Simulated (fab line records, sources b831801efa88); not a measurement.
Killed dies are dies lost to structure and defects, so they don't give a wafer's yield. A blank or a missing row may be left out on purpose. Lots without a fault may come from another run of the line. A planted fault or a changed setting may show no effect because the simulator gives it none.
One fault seen from 2 desks | flow gf180mcu | each desk has only its own numbers; what lay behind them comes last

THE TOOL OWNER'S DESK: pvd_sputter-02
The tool's own readings at GF_M2_SPUTTER_04 (material TiN, target thk 50 nm, time 41.7 s): means of the sampled wafers that have a number, for each lot that ran on this tool. A lot is out of limits, marked OUT, if its mean lies more than 4 standard deviations from the usual mean; the brackets give that distance.
Columns: A = throttle_valve_pct at GF_M2_SPUTTER_04, usual 29.8 %
lot  | first seen here | A
L270 | day 19 23:56    | 30.5
L277 | day 22 15:32    | 30.5
L288 | day 26 04:19    | 31.4
This desk's finding: nothing out of limits on any of the 3 lots.

THE METROLOGY DESK
What the gauges read, lot by lot, whatever tool the lot ran on: means of the sampled wafers that have a number. A lot is out of limits, marked OUT, if its mean lies more than 4 standard deviations from the usual mean; the brackets give that distance.
Columns: A = M2_ALCU_THK at GF_M2_THK_MEAS_06, usual 443 nm
lot  | first seen here | A
L267 | day 19 00:11    | 442
L268 | day 19 07:35    | 443
L269 | day 19 16:07    | 442
L270 | day 20 00:07    | 441
L274 | day 21 15:51    | 446
L277 | day 22 15:42    | 421 (-4.6) OUT
L285 | day 25 06:06    | 435
L287 | day 26 02:14    | 445
L288 | day 26 04:29    | 445
L289 | day 26 12:23    | 443
L290 | day 26 16:35    | 438
This desk's finding: out of limits on L277; first on L277, day 22 15:42 (M2_ALCU_THK at GF_M2_THK_MEAS_06). In limits: L267, L268, L269, L270, L274, L285, L287, L288, L289, L290.

PUT TOGETHER
The metrology desk could have raised an alarm at day 22 15:42, on L277.
The tool owner's desk saw nothing out of limits.
The tool owner's desk has L277 on record, within its limits.
Of the lots named, all ran GF_M2_SPUTTER_04 on pvd_sputter-02.

WHAT THE SIMULATOR HAD PUT IN
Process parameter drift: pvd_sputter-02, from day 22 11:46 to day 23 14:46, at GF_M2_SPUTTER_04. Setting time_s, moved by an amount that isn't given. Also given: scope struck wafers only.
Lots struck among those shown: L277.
Hours from the fault's start to each desk's first reading out of limits: the metrology desk, 4.
